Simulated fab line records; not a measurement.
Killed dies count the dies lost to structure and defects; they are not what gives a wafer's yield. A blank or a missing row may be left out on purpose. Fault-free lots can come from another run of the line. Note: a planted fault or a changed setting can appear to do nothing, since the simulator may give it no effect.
A lot that was struck, set against a sound lot + flow sky130 + 17 steps out of a route of 708
Sound: these wafers, L139.1, L139.2, L139.6. Wafers L151.3, L151.5, L151.6 were the ones struck. The cause is given at the end.
At each step with rows: each side's tool, then ch and its chambers, then its first start. Under that, the readings that differ: sound wafers + struck wafers + difference of the means + sigmas: that difference in standard deviations of wafers without a fault.
alike: a reading whose means differ by less than 2 such deviations, as well as words and numbers matching on both sides. not compared: withheld readings; readings where some wafer has no value; bounds like >300 that might hide an equal value; numbers whose values overlap and for which the record gives no deviation.
The two part at a step that has a row with sigmas, a row that says differs or no value, or rows on one side only. Numbers that don't overlap but have no deviation are shown without sigmas and don't part them. A reading that every wafer of one side lacks parts them only if that side has two wafers or more.

first, 5 steps without rows for these wafers: SKY_VIA4_COAT_06 (resist thk 1140 nm); SKY_VIA4_SOFTBAKE_07 (time 60 s); SKY_VIA4_EXPOSE_08 (exposes mask VIM4, target cd 800 nm); SKY_VIA4_PEB_09; SKY_VIA4_DEVELOP_10 (develop time 60 s).
SKY_VIA4_OVL_MEAS_11:
  struck on overlay-02, day 46 01:18; sound on overlay-02, day 42 10:35
  alike: VIA4_OVL
SKY_VIA4_ETCH_12: etches SiO2 in C4F8/O2/Ar, stops on TiN, target depth 580 nm.
  sound on rie diel-01 ch 1,2,3, day 42 10:38; struck on rie diel-04 ch 0,1,3, day 46 01:20
  alike: oes product au
SKY_VIA4_STRIP_13: strips in O2/N2.
  sound on plasma asher-02 ch 0,1, day 42 10:42; struck on plasma asher-01 ch 0,1, day 46 01:26
  alike: drypump motor current A, oes product au, strip time to endpoint s
  not compared: rf hours counter h
then, 3 steps without rows for these wafers: SKY_VIA4_STRIP_14 (strips in post etch residue remover, time 1200 s); SKY_VIA4_CLEAN_15 (cleans in IPA, time 180 s); SKY_VIA4_CLEAN_16 (cleans in O3/DIW).
SKY_VIA4_SPUTTER_17: material TiN, target thk 20 nm, time 80 s.
  struck on pvd sputter-03, day 46 02:08; sound on pvd sputter-03, day 42 11:20
  alike: chamber pressure pa, throttle valve pct
SKY_VIA4_CVD_18: deposits W, target thk 505 nm, time 152.14 s.
  sound on cvd w-02 ch 0,1, day 42 11:23; struck on cvd w-01 ch 0, day 46 02:18
| reading                            | sound                | struck               | difference | sigmas |
|------------------------------------|----------------------|----------------------|------------|--------|
| susceptor temp C (C)               | 399.71 400.00 399.98 | 395.30 395.51 395.63 | -4.42      | -20    |
| model.W_of_VIA4_CVD_18.thk nm (nm) | 503.5 502.2 499.9    | 450.2 451 449.9      | -51.5      |        |
  alike: heater power outer w, heater power w
SKY_VIA4_RS_MEAS_19: the measuring method here is four-point-probe.
  struck on film metro-04, day 46 02:32; sound on film metro-02, day 42 11:32
| reading            | sound             | struck            | difference | sigmas |
|--------------------|-------------------|-------------------|------------|--------|
| VIA4_W_RS (ohm/sq) | 0.227 0.228 0.229 | 0.254 0.253 0.254 | +0.026     | +5     |
SKY_VIA4_THK_MEAS_20: measures by xrf.
  struck on film metro-04, day 46 02:38; sound on film metro-02, day 42 11:40
| reading         | sound       | struck      | difference | sigmas |
|-----------------|-------------|-------------|------------|--------|
| VIA4_W_THK (nm) | 500 499 499 | 452 449 449 | -49        | -4     |
SKY_VIA4_CMP_21: polishes, stops on SiO2, t overpolish 25 s, target thk 0 nm.
  sound on cmp-02 ch 2,3, day 42 11:43; struck on cmp-01 ch 0,2,3, day 46 02:47
| reading                | sound       | struck      | difference | sigmas |
|------------------------|-------------|-------------|------------|--------|
| time to endpoint s (s) | 123 118 117 | 105 109 111 | -11        | -2     |
  alike: motor current A
-- the record jumps here: 3 days lie between the struck wafers' starts before and after (it left off in module VIA4 and takes up again in module PAD_OPEN, whose first step shown is number 708 of the route) --
SKY_PAD_OPEN_PROBE_99:
  struck on prober-01, day 48 17:04; sound on prober-01, day 45 09:43
  alike: defect limited yield, killed_at_M0_to_M3, killed_at_M4_up, killed at contacts, killed at front end, killed at other, killed dies, killed open, killed short, sort_bin_3_pad_short, sort_bin_5_function, sort_bin_6_memory, sort n pass, sort yield pct

WHERE THEY PART
Earliest at SKY_VIA4_CVD_18; latest, in this record, at SKY_VIA4_CMP_21. Later steps at which nothing parts them and some readings are alike: SKY_PAD_OPEN_PROBE_99.

WHY: what the simulator had put in
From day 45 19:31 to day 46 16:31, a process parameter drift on cvd w-01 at SKY_VIA4_CVD_18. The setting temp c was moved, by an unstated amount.
